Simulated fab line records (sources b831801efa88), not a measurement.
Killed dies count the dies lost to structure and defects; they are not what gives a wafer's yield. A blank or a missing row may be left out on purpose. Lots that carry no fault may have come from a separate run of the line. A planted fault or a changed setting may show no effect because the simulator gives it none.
Which tool is to blame? + flow sfqLine + at 1 step of a route of 325, 12 lots with 36 wafers sampled

WHAT THE GAUGES SHOWED, per wafer
SFQ_JJ_RS_MEAS_929: a four-point-probe measurement. Usual: for JJ_NB_RS the level is 1.085 ohm/sq and the standard deviation is 0.015.
| lot  | measured     | on           | JJ_NB_RS (ohm/sq) | flag |
|------|--------------|--------------|-------------------|------|
| L798 | day 54 19:17 | filmMetro-03 | 1.088 1.079 1.071 |      |
| L799 | day 54 20:29 | filmMetro-02 | 1.094 1.086 1.092 |      |
| L800 | day 59 04:59 | filmMetro-03 | 1.079 1.078 1.065 |      |
| L801 | day 59 08:26 | filmMetro-03 | 1.090 1.070 1.072 |      |
| L802 | day 59 16:55 | filmMetro-03 | 1.057 1.050 1.056 |      |
| L803 | day 59 18:16 | filmMetro-03 | 1.085 1.078 1.094 |      |
| L804 | day 59 23:02 | filmMetro-03 | 1.080 1.077 1.073 |      |
| L805 | day 60 03:38 | filmMetro-03 | 1.077 1.096 1.098 |      |
| L806 | day 60 18:04 | filmMetro-03 | 1.075 1.095 1.094 |      |
| L807 | day 60 20:28 | filmMetro-02 | 1.103 1.110 1.090 |      |
| L808 | day 61 00:04 | filmMetro-02 | 1.100 1.110 1.109 |      |
| L809 | day 61 07:16 | filmMetro-03 | 1.081 1.074 1.075 |      |

WHAT TOOL EACH LOT RAN ON (gives the tool, then ch and the chambers of the sampled wafers, and finally the start)
Before these readings, the record contains no process step.

WHAT THE TOOLS THEMSELVES READ (means of the sampled wafers that have a number; where no wafer has one, the mark that the record gives instead)
The record holds no such reading with a usual standard deviation.

THE ANSWER, worked out from the rows above alone
Rule: lot off if the mean of its wafers having a number is beyond 3 standard deviations from the usual mean. Also off: a lot with no number at a reading for which 4 or more lots have one. All remaining lots with rows at the step are treated as sound. After the gauges, taken in route order, come the tools' own readings; for these a lot's mean is taken, as printed above. At the first step where some lot is off, the reading lying furthest off is the one used; lots without a number count as furthest.
Across all readings shown, no lot is off: no conclusion can be drawn from this.

WHAT HAD BEEN PUT IN BY THE SIMULATOR
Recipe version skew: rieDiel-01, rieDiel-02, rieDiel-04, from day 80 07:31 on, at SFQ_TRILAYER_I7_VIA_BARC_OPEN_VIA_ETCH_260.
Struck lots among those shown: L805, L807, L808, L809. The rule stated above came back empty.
